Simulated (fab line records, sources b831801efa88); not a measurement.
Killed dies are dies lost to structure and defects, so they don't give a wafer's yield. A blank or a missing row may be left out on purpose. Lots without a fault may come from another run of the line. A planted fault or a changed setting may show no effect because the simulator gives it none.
A struck lot beside a sound one | flow sky130 | 17 steps out of a route of 708
Sound: wafers L714.1, L714.2, L714.3. Struck: wafer L734.4. (L734.3, L734.5 of the same lot were not struck and are left out.) The cause comes at the end.
At each step with rows: each side's tool, then ch and its chambers, then its first start. Under that, the readings that differ: sound wafers | struck wafers | difference of the means | sigmas: that difference in standard deviations of wafers without a fault.
alike: readings whose means differ by less than 2 such deviations, and words and numbers that are the same on both sides. not compared: withheld readings, readings that some wafer has no value for, bounds like >300 that may hide the same value, and numbers for which the record gives no deviation and whose values overlap.
The two part at a step that has a row with sigmas, a row that says differs or no value, or rows on one side only. Numbers that don't overlap but have no deviation are shown without sigmas and don't part them. A reading that every wafer of one side lacks parts them only if that side has two wafers or more.

first, 3 steps without rows for these wafers: SKY_METAL4_CLEAN_21 (cleans in IPA, time 180 s); SKY_METAL4_CLEAN_22 (cleans in O3/DIW); SKY_VIA4_HDPCVD_00 (deposits SiO2, target thk 1750 nm, time 291.7 s).
SKY_VIA4_THK_MEAS_01:
  sound on film_metro-03, day 41 17:20; struck on film_metro-04, day 47 02:56
  alike: VIA4_HDPCVD_THK
SKY_VIA4_CMP_02: polishes SiO2.
  sound on cmp-02 ch 0,1,2, day 41 17:23; struck on cmp-01 ch 2, day 47 03:04
  alike: head_pressure_psi, motor_current_A, slurry_filter_dp_kPa
SKY_VIA4_BOW_MEAS_03:
  sound on film_metro-01, day 41 17:41; struck on film_metro-01, day 47 03:19
  reading       | sound    | struck | difference | sigmas
  VIA4_BOW (um) | 76 73 76 | 96     | +21        | +2
then, 6 steps without rows for these wafers: SKY_VIA4_DEHYDRATE_04 (time 60 s); SKY_VIA4_HMDS_05 (prime time 60 s); SKY_VIA4_COAT_06 (resist thk 1140 nm); SKY_VIA4_SOFTBAKE_07 (time 60 s); SKY_VIA4_EXPOSE_08 (exposes mask VIM4, target cd 800 nm); SKY_VIA4_PEB_09.
SKY_VIA4_DEVELOP_10: develop time 60 s.
  sound on litho_track-04 ch 0, day 42 16:31; struck on litho_track-01 ch 0, day 47 22:48
SKY_VIA4_OVL_MEAS_11:
  sound on overlay-02, day 42 16:40; struck on overlay-02, day 47 22:55
  reading       | sound       | struck | difference | sigmas
  VIA4_OVL (nm) | 0.4 2.0 1.5 | -3.4   | -4.7       | -4
SKY_VIA4_ETCH_12: etches SiO2 in C4F8/O2/Ar, stops on TiN, target depth 580 nm.
  sound on rie_diel-02 ch 1,2,3, day 42 16:42; struck on rie_diel-02 ch 1, day 47 22:56
  reading               | sound             | struck | difference | sigmas
  model.VIA4.cd_nm (nm) | 795.8 796.3 794.9 | 773.5  | -22.2      |
  alike: oes_product_au
SKY_VIA4_STRIP_13: strips in O2/N2.
  sound on plasma_asher-04 ch 0,1, day 42 16:46; struck on plasma_asher-01 ch 1, day 47 23:02
  alike: drypump_motor_current_A, oes_product_au, strip_time_to_endpoint_s
  not compared: rf_hours_counter_h
-- the record jumps here: 2 days lie between the struck wafers' starts before and after (it left off in module VIA4 and takes up again in module PAD_OPEN, whose first step shown is number 708 of the route) --
SKY_PAD_OPEN_PROBE_99:
  sound on prober-01, day 45 20:16; struck on prober-01, day 50 09:31
  reading                  | sound        | struck | difference | sigmas
  sort_bin_3_pad_short (%) | 1.0 1.2 1.6  | 2.2    | +0.9       | +2
  sort_bin_5_function (%)  | 11.4 8.3 6.7 | 11.8   | +3.0       | +2
  alike: defect_limited_yield, killed_at_M0_to_M3, killed_at_M4_up, killed_at_contacts, killed_at_front_end, killed_at_other, killed_dies, killed_open, killed_short, sort_bin_6_memory, sort_n_pass, sort_yield_pct
  not compared: model.etest.via4_chain.rc_ohm

WHERE THEY PART
First at SKY_VIA4_BOW_MEAS_03; last, within this record, at SKY_PAD_OPEN_PROBE_99.

WHY: what the simulator had put in
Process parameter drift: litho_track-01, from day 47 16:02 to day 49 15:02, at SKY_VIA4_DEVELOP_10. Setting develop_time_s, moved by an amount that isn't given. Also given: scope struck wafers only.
